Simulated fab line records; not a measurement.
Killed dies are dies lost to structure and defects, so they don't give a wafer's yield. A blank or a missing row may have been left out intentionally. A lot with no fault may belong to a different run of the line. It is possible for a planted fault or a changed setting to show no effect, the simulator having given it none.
Code-filled problem report in 8D (eight disciplines) form	flow sky130	the parts of the form that need people (team, actions taken, sign-off) are left out

## 1. THE PROBLEM
At SKY_LDD_N_IMPLANT_09, doseIonsCm2 averages 6.8e+13 over 6 wafers from 2 lots, while fault-free wafers read 7.5e+13, standard deviation 8.4e+10. That puts it -87 standard deviations away from the usual mean.
First seen on wafer L484.2, day 23 07:15, on implanter-03. The record holds 36 wafers of 12 lots with a number at this step. By rule, "out" or "out of limits" means more than 4 standard deviations away from the usual mean. Any other wafer with a number is counted as sound.

## 2. WHAT IT IS; WHAT IT IS NOT
question	is	is not
which readings at this step	doseIonsCm2	beamEnergyKeV, rotationDeg
which lots	L484, L487	L471, L472, L476, L477, L478, L489, L490, L491, L492, L494
which wafers of those lots	all that have a number	-
read on which tools	implanter-03	implanter-01, implanter-02
when	from day 23 07:15	up to then (15 sound wafers); but 15 sound wafers of L489, L490, L491, L492, L494 came after

## 3. WHAT RULES OUT EACH SUSPECT
Counting: a tool at a process step up to the reading stays a suspect if it ran every lot that is out and no sound lot after the first of them.
- plasmaAsher-02 at SKY_RES_PROTECT_STRIP_07 (strips in O2/N2): ruled out as a lasting fault. Following L484 (day 20 13:20), the first lot on it that is out, the sound lots L491 were run on it.
- rieDiel-02 at SKY_POLY_GATE_ETCH_15 (etches BARC in N2/H2, stops on SiO2, time 118.5 s, target depth 110 nm): ruled out as a lasting fault. Following L484 (day 21 22:35), the first lot on it that is out, the sound lots L490, L492, L494 were run on it.
- implanter-03 at SKY_LDD_N_IMPLANT_09: ruled out as a lasting fault. Following L484 (day 23 07:15), the first lot on it that is out, the sound lots L494 were run on it.
Left after counting: nothing in the record.

## 4. THE CAUSE (what the simulator had put in)
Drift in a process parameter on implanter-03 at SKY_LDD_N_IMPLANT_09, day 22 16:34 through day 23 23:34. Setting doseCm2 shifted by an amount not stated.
Counting ruled it out, wrongly.

## 5. SEQUENCE OF EFFECTS, ordered by route
Each row: a reading whose mean over the struck wafers that have a number lies more than 3 standard deviations from the usual. Only readings for which the record gives a usual standard deviation are gone through. hours: the time from each lot's start at the first step in this table that gives one to its start at this step, as a median over the lots. sigmas: the change in usual standard deviations.
hours	step	reading	usual	on struck wafers	change	sigmas
0	SKY_LDD_N_IMPLANT_09	doseIonsCm2	7.5e+13	6.8e+13	-7.3e+12	-87
Process steps it contains:
- SKY_LDD_N_IMPLANT_09

## 6. HOW IT WOULD HAVE BEEN CAUGHT EARLIER
The fault began at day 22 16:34; the first out-of-limits reading in this record came at day 23 07:15, 15 hours later.
